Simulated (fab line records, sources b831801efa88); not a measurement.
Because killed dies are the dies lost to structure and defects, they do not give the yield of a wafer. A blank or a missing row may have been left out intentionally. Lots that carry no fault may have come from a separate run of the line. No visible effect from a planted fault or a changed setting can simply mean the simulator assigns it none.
Comparing a struck lot with a sound one || flow sky130 || 15 steps out of a route of 708
Sound: the wafers L298.2, L298.3, L298.4. Wafers struck: L314.4, L314.5, L314.6. The cause is given at the end.
Per side, at each step with rows, come the tool, then ch with its chambers, and then its first start. Under that, the readings that differ: sound wafers || struck wafers || difference of the means || sigmas: that difference in standard deviations of wafers without a fault.
alike: words and numbers the same on both sides, and readings whose means are apart by under 2 such deviations; not compared: readings that were withheld, readings missing a value for some wafer, numbers with overlapping values and no deviation given by the record, and bounds like >300 which may hide the same value.
The two part at a step that has a row with sigmas, a row that says differs or no value, or rows on one side only. Non-overlapping numbers with no deviation appear without sigmas and do not part them. A reading missing from all wafers of one side parts the sides only when that side holds two or more wafers.

SKY_METAL2_STRIP_20: strips in O2/N2.
  sound on plasma_asher-03 ch 0,1, day 34 23:13; struck on plasma_asher-02 ch 0,1, day 40 23:08
  alike: drypump_motor_current_A, n2_flow_sccm, oes_product_au, strip_time_to_endpoint_s
  not compared: rf_hours_counter_h
then, 4 steps without rows for these wafers: SKY_METAL2_STRIP_21 (strips in post etch residue remover, time 1200 s); SKY_METAL2_CLEAN_22 (cleans in IPA, time 180 s); SKY_METAL2_CLEAN_23 (cleans in O3/DIW); SKY_VIA2_HDPCVD_00 (deposits SiO2, target thk 1180 nm, time 196.7 s).
SKY_VIA2_THK_MEAS_01:
  struck on film_metro-03, day 40 23:51; sound on film_metro-02, day 34 23:56
  alike: VIA2_HDPCVD_THK
SKY_VIA2_CMP_02: polishes SiO2.
  sound on cmp-01 ch 1,2,3, day 35 00:02; struck on cmp-02 ch 0,1,3, day 40 23:59
  alike: motor_current_A
SKY_VIA2_BOW_MEAS_03:
  struck on film_metro-02, day 41 00:14; sound on film_metro-04, day 35 00:19
  alike: VIA2_BOW
then, 4 steps without rows for these wafers: SKY_VIA2_DEHYDRATE_04 (time 60 s); SKY_VIA2_HMDS_05 (prime time 60 s); SKY_VIA2_COAT_06 (resist thk 60 nm); SKY_VIA2_COAT_07 (resist thk 450 nm).
SKY_VIA2_SOFTBAKE_08: time 90 s.
  sound on litho_track-02 ch 0, day 35 13:00; struck on litho_track-02 ch 0, day 41 12:00
{"reading": "heater_power_total_W (W)", "sound": "57.37 57.43 57.19", "struck": "58.64 58.57 58.59", "difference": "+1.27", "sigmas": "+12"}
{"reading": "run_length_s (s)", "sound": "118.54 118.75 118.65", "struck": "112.32 112.26 112.40", "difference": -6.32, "sigmas": -26}
then, 1 step without rows for these wafers: SKY_VIA2_EXPOSE_09 (exposes mask VIM2, target cd 200 nm).
-- the record jumps here: 9 days lie between the struck wafers' starts before and after (it left off in module VIA2 and takes up again in module PAD_OPEN, whose first step shown is number 708 of the route) --
SKY_PAD_OPEN_PROBE_99:
  struck on prober-01, day 50 04:13; sound on prober-01, day 45 16:22
  alike: defect_limited_yield, killed_at_M0_to_M3, killed_at_M4_up, killed_at_contacts, killed_at_front_end, killed_at_other, killed_dies, killed_open, killed_short, sort_bin_3_pad_short, sort_bin_5_function, sort_bin_6_memory, sort_n_pass, sort_yield_pct

== WHERE THEY PART ==
Only at SKY_VIA2_SOFTBAKE_08, as far as this record shows. Later steps at which nothing parts them and some readings are alike: SKY_PAD_OPEN_PROBE_99.

WHY: what had been put in by the simulator
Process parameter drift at SKY_VIA2_SOFTBAKE_08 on litho_track-02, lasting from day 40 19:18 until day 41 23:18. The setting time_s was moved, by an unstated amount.
